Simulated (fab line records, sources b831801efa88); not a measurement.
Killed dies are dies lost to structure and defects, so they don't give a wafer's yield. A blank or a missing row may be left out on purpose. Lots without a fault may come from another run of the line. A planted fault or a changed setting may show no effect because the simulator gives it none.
Which tool did it? | flow gf180mcu | 11 lots, 33 wafers sampled, at 2 steps of a route of 602

WHAT THE GAUGES READ, wafer by wafer
GF_V3_RS_MEAS_24: measures by four-point-probe.
lot  | measured     | on            | V3_W_RS (ohm/sq)
L802 | day 22 09:10 | film_metro-03 | 0.320 0.318 0.316
L804 | day 22 22:27 | film_metro-02 | 0.320 0.323 0.326
L806 | day 23 19:58 | film_metro-02 | 0.329 0.324 0.323
L808 | day 24 19:10 | film_metro-03 | 0.325 0.328 0.328
L809 | day 25 03:23 | film_metro-03 | 0.324 0.330 0.328
L810 | day 25 07:07 | film_metro-01 | 0.326 0.331 0.326
L812 | day 25 23:38 | film_metro-01 | 0.327 0.323 0.324
L814 | day 26 16:47 | film_metro-02 | 0.327 0.330 0.328
L816 | day 27 06:56 | film_metro-02 | 0.211 0.213 0.212
L817 | day 27 11:20 | film_metro-03 | 0.213 0.212 0.212
L825 | day 29 09:40 | film_metro-03 | 0.322 0.320 0.322

WHICH TOOL RAN EACH LOT (tool, then ch and the chambers of the sampled wafers, then the start)
lot  | GF_V3_CVD_23
L802 | cvd_w-01 ch 0,1, day 22 09:04
L804 | cvd_w-02 ch 0,1, day 22 22:20
L806 | cvd_w-02 ch 0,1, day 23 19:51
L808 | cvd_w-02 ch 0,1, day 24 19:03
L809 | cvd_w-02 ch 0,1, day 25 03:17
L810 | cvd_w-02 ch 0,1, day 25 06:59
L812 | cvd_w-01 ch 0,1, day 25 23:29
L814 | cvd_w-02 ch 0,1, day 26 16:40
L816 | cvd_w-02 ch 0, day 27 06:43
L817 | cvd_w-02 ch 0, day 27 11:06
L825 | cvd_w-01 ch 0,1, day 29 09:32
- GF_V3_CVD_23: deposits W, target thk 350 nm, time 104.9 s.

THE ANSWER, worked out from the rows above alone
Rule: what is usual is taken from the lots themselves. Put in order of their means at a reading, lots are off if they are a third of the lots or fewer, leave a main group of 4 or more, and stand apart from it by a gap of 3 or more times the standard deviation of the main group's means; of several such gaps the widest counts. A main group whose means are all the same, to the digits that the tables above print for the reading, isn't used. A lot without any number at a reading at which 4 lots or more have one is off too. The other lots that the step has rows for count as sound.
Off: L816, L817, at GF_V3_RS_MEAS_24 (V3_W_RS). The main group: mean 0.325 ohm/sq, standard deviation 0.0032.
A tool fits if, at a process step before that reading, it ran every lot that is off, and no sound lot after the first of them. The gauges at GF_V3_RS_MEAS_24 are tried like those tools. One fits: cvd_w-02 at GF_V3_CVD_23. Its last sound lot is L814 (day 26 16:40), its first lot that is off L816 (day 27 06:43): a fault that began between those two fits.

WHAT THE SIMULATOR HAD PUT IN
Process parameter drift: cvd_w-02, from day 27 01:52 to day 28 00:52, at GF_V3_CVD_23. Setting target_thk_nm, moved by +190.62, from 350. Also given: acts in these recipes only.
Lots struck among those shown: L816, L817. The rule above found the same.
